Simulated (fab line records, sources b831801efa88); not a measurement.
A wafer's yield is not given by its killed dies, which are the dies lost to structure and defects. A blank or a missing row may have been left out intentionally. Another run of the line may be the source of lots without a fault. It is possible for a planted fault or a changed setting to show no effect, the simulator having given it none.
A struck lot beside a sound one + flow sky130 + 20 out of 708 route steps
Sound: wafers L275.1, L275.3, L275.6. Wafers L283.1, L283.2, L283.3 were the ones struck. Last of all comes the cause.
At each step with rows: each side's tool, then ch and its chambers, then its first start. Under that, the readings that differ: sound wafers + struck wafers + difference of the means + sigmas: that difference in standard deviations of wafers without a fault.
alike: words and numbers the same on both sides, and readings whose means are apart by under 2 such deviations; not compared: readings that were withheld, readings missing a value for some wafer, numbers with overlapping values and no deviation given by the record, and bounds like >300 which may hide the same value.
The two part at a step that has a row with sigmas, a row that says differs or no value, or rows on one side only. Numbers that have no deviation but don't overlap get no sigmas and don't part them. Lack of a reading on every wafer of one side parts them only where that side has two or more wafers.

first, 4 steps without rows for these wafers: SKY_METAL1_STRIP_21 (strips in post etch residue remover, time 1200 s); SKY_METAL1_CLEAN_22 (cleans in IPA, time 180 s); SKY_METAL1_CLEAN_23 (cleans in O3/DIW); SKY_VIA1_HDPCVD_00 (deposits SiO2, target thk 1030 nm, time 171.7 s).
SKY_VIA1_THK_MEAS_01:
  struck on film_metro-04, day 36 02:56; sound on film_metro-04, day 33 04:58
  alike: VIA1_HDPCVD_THK
SKY_VIA1_CMP_02: polishes SiO2.
  sound on cmp-01 ch 0,2,3, day 33 05:07; struck on cmp-01 ch 0,2,3, day 36 02:59
  alike: head_pressure_psi, motor_current_A
SKY_VIA1_BOW_MEAS_03:
  struck on film_metro-01, day 36 03:17; sound on film_metro-03, day 33 05:19
  alike: VIA1_BOW
then, 5 steps without rows for these wafers: SKY_VIA1_DEHYDRATE_04 (time 60 s); SKY_VIA1_HMDS_05 (prime time 60 s); SKY_VIA1_COAT_06 (resist thk 60 nm); SKY_VIA1_COAT_07 (resist thk 450 nm); SKY_VIA1_SOFTBAKE_08 (time 90 s).
SKY_VIA1_EXPOSE_09: exposes mask VIM, target cd 150 nm.
  sound on krf_scanner-01 ch 0, day 33 19:22; struck on krf_scanner-02 ch 0, day 36 16:07
| reading              | sound             | struck            | difference | sigmas |
|----------------------|-------------------|-------------------|------------|--------|
| exposure_dose_mJ_cm2 | 37.85 37.88 37.85 | 37.11 37.01 37.04 | -0.81      | -13    |
  alike: mask, focus_offset_nm
then, 2 steps without rows for these wafers: SKY_VIA1_PEB_10; SKY_VIA1_DEVELOP_11 (develop time 60 s).
SKY_VIA1_CD_MEAS_12: target cd 150 nm.
  struck on cd_sem-02, day 37 04:31; sound on cd_sem-01, day 34 08:14
| reading    | sound             | struck            | difference | sigmas |
|------------|-------------------|-------------------|------------|--------|
| cd_nm (nm) | 148.3 149.5 149.5 | 146.6 146.5 145.1 | -3.0       | -2     |
SKY_VIA1_OVL_MEAS_13:
  struck on overlay-01, day 37 04:38; sound on overlay-02, day 34 08:21
  alike: VIA1_OVL
SKY_VIA1_ETCH_14: etches BARC in N2/H2, stops on SiO2, time 45.9 s, target depth 60 nm.
  sound on rie_diel-03 ch 1,2, day 34 08:23; struck on rie_diel-03 ch 0,2,3, day 37 04:41
| reading               | sound           | struck          | difference | sigmas |
|-----------------------|-----------------|-----------------|------------|--------|
| model.VIA1.cd_nm (nm) | 147.4 148.7 148 | 146.3 146.2 145 | -2.2       |        |
  alike: bias_w, drypump_motor_current_A, oes_product_au, throttle_valve_pct
  not compared: rf_hours_counter_h
SKY_VIA1_ETCH_15: etches SiO2 in C4F8/O2/Ar, stops on TiN, target depth 351 nm, time 54 s.
  sound on rie_diel-03 ch 1,2, day 34 08:26; struck on rie_diel-03 ch 0,2,3, day 37 04:43
  alike: bias_w, oes_product_au
  not compared: rf_hours_counter_h
-- the record jumps here: 11 days lie between the struck wafers' starts before and after (it left off in module VIA1 and takes up again in module PAD_OPEN, whose first step shown is number 708 of the route) --
SKY_PAD_OPEN_PROBE_99:
  struck on prober-01, day 48 04:34; sound on prober-01, day 46 02:46
  alike: defect_limited_yield, killed_at_M0_to_M3, killed_at_M4_up, killed_at_contacts, killed_at_front_end, killed_at_other, killed_dies, killed_open, killed_short, sort_bin_3_pad_short, sort_bin_5_function, sort_bin_6_memory, sort_n_pass, sort_yield_pct
  not compared: model.etest.via1_chain.rc_ohm

== WHERE THEY PART ==
At SKY_VIA1_EXPOSE_09 first; at SKY_VIA1_CD_MEAS_12 last (within this record only). Later steps at which nothing parts them and some readings are alike: SKY_VIA1_OVL_MEAS_13, SKY_VIA1_ETCH_14, SKY_VIA1_ETCH_15, SKY_PAD_OPEN_PROBE_99.

WHY: whatever the simulator had introduced
Drift in process parameters on krf_scanner-02 at SKY_VIA1_EXPOSE_09, starting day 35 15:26. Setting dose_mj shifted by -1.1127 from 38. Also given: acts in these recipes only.
